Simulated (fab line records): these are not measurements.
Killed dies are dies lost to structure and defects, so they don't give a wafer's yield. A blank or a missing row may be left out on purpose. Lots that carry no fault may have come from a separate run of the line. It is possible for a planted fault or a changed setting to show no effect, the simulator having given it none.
Matching of chambers || flow sky130 || 4 sister chambers for SKY_VIA3_CMP_24 on cmp-01
The step polishes, stops on SiO2, t overpolish 20 s, target thk 0 nm. 4 wafers are shown with their chamber, then 8 later ones without.

WAFERS PAIRED WITH THEIR CHAMBERS
{"wafer": "L707.6", "chamber": 0, "motor current A (A)": 11.9}
{"wafer": "L708.5", "chamber": 3, "motor current A (A)": 10.7}
{"wafer": "L709.1", "chamber": 2, "motor current A (A)": 12.0}
{"wafer": "L709.4", "chamber": 1, "motor current A (A)": 10.9}

WAFERS MISSING THEIR CHAMBER
{"wafer": "L709.6", "motor current A (A)": 11.1}
{"wafer": "L711.3", "motor current A (A)": 12.1}
{"wafer": "L711.4", "motor current A (A)": 11.0}
{"wafer": "L711.5", "motor current A (A)": 12.8}
{"wafer": "L713.1", "motor current A (A)": 12.1}
{"wafer": "L713.6", "motor current A (A)": 10.9}
{"wafer": "L719.2", "motor current A (A)": 12.8}
{"wafer": "L719.6", "motor current A (A)": 11.2}

WHICH CHAMBER EACH ONE RAN IN
{"wafer": "L709.6", "from the rows above": "can't be placed: 1 or 3 or 0 or 2", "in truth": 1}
{"wafer": "L711.3", "from the rows above": "can't be placed: 2 or 0", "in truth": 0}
{"wafer": "L711.4", "from the rows above": "can't be placed: 1 or 3 or 0", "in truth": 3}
{"wafer": "L711.5", "from the rows above": "can't be placed: 2 or 0", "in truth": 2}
{"wafer": "L713.1", "from the rows above": "can't be placed: 2 or 0", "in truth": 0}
{"wafer": "L713.6", "from the rows above": "can't be placed: 1 or 3", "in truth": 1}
{"wafer": "L719.2", "from the rows above": "can't be placed: 2 or 0", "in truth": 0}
{"wafer": "L719.6", "from the rows above": "can't be placed: 1 or 3 or 0 or 2", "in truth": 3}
0 of 8 placed correctly. Can't be placed from these rows: 8 (the true chamber is among the candidates in 8). Number placed wrongly: 0.
How it was worked out, from the rows above alone: a wafer's distance from a chamber is the root of the sum, over the readings, of the square of ((its reading less the chamber's mean) divided by the reading's scatter). If the next closest chamber is less than 2 further off than the closest, the wafer can't be placed; otherwise it belongs to the closest. The mean given for a chamber averages the wafers shown for that chamber. The scatter: root of mean squared gap, hidden wafer to nearest shown wafer, with one shown wafer a chamber.
